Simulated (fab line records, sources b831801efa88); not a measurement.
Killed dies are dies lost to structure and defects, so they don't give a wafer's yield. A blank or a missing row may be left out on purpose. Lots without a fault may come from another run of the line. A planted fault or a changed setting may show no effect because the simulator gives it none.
Which tool did it? | flow sky130 | 6 lots, 18 wafers sampled, at 4 steps of a route of 708

WHAT THE GAUGES READ, wafer by wafer
SKY_LDD_P_TW_MEAS_11.
lot  | measured     | on            | LDD_P_TW
L203 | day 20 04:29 | film_metro-01 | 639 642 641
L207 | day 22 00:00 | film_metro-02 | 638 637 641
L211 | day 23 08:57 | film_metro-03 | 637 643 634
L215 | day 24 09:22 | film_metro-03 | 564 563 561 564 565 561
L218 | day 25 15:32 | film_metro-02 | 559 562 560 558 560 563
L222 | day 27 02:35 | film_metro-01 | 641 646 641

WHICH TOOL RAN EACH LOT (tool, then ch and the chambers of the sampled wafers, then the start)
lot  | SKY_SONOS_ONO_ETCH_15              | SKY_GATE_OXIDE_STRIP_13              | SKY_LDD_P_IMPLANT_09
L203 | rie_diel-02 ch 0,1, day 13 15:03   | plasma_asher-04 ch 0,1, day 14 19:16 | implanter-03 ch 0, day 20 04:14
L207 | rie_diel-01 ch 1,3, day 15 04:39   | plasma_asher-04 ch 0,1, day 16 11:56 | implanter-03 ch 0, day 21 23:45
L211 | rie_diel-02 ch 0,2,3, day 16 11:39 | plasma_asher-04 ch 0,1, day 17 18:51 | implanter-04 ch 0, day 23 08:42
L215 | rie_diel-01 ch 2,3, day 17 13:42   | plasma_asher-03 ch 0,1, day 18 22:56 | implanter-03 ch 0, day 24 09:08
L218 | rie_diel-03 ch 0,2,3, day 18 21:06 | plasma_asher-02 ch 0,1, day 20 06:23 | implanter-03 ch 0, day 25 15:17
L222 | rie_diel-02 ch 0,2,3, day 20 08:49 | plasma_asher-02 ch 0,1, day 21 18:08 | implanter-01 ch 0, day 27 02:20
- SKY_SONOS_ONO_ETCH_15: etches the open film in CHF3/O2, target depth 19.52 nm, time 7.8 s.
- SKY_GATE_OXIDE_STRIP_13: strips in O2/N2.
- SKY_LDD_P_IMPLANT_09

THE ANSWER, worked out from the rows above alone
Rule: what is usual is taken from the lots themselves. Put in order of their means at a reading, lots are off if they are a third of the lots or fewer, leave a main group of 4 or more, and stand apart from it by a gap of 3 or more times the standard deviation of the main group's means; of several such gaps the widest counts. A main group whose means are all the same, to the digits that the tables above print for the reading, isn't used. A lot without any number at a reading at which 4 lots or more have one is off too. The other lots that the step has rows for count as sound.
Off: L215, L218, at SKY_LDD_P_TW_MEAS_11 (LDD_P_TW). The main group: mean 640, standard deviation 1.8.
A tool fits if, at a process step before that reading, it ran every lot that is off, and no sound lot after the first of them. The gauges at SKY_LDD_P_TW_MEAS_11 are tried like those tools. One fits: implanter-03 at SKY_LDD_P_IMPLANT_09. Its last sound lot is L207 (day 21 23:45), its first lot that is off L215 (day 24 09:08): a fault that began between those two fits.

WHAT THE SIMULATOR HAD PUT IN
Process parameter drift: implanter-03, from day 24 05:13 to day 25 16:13, at SKY_LDD_P_IMPLANT_09. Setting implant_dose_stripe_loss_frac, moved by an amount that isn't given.
Lots struck among those shown: L215, L218. The rule above found the same.
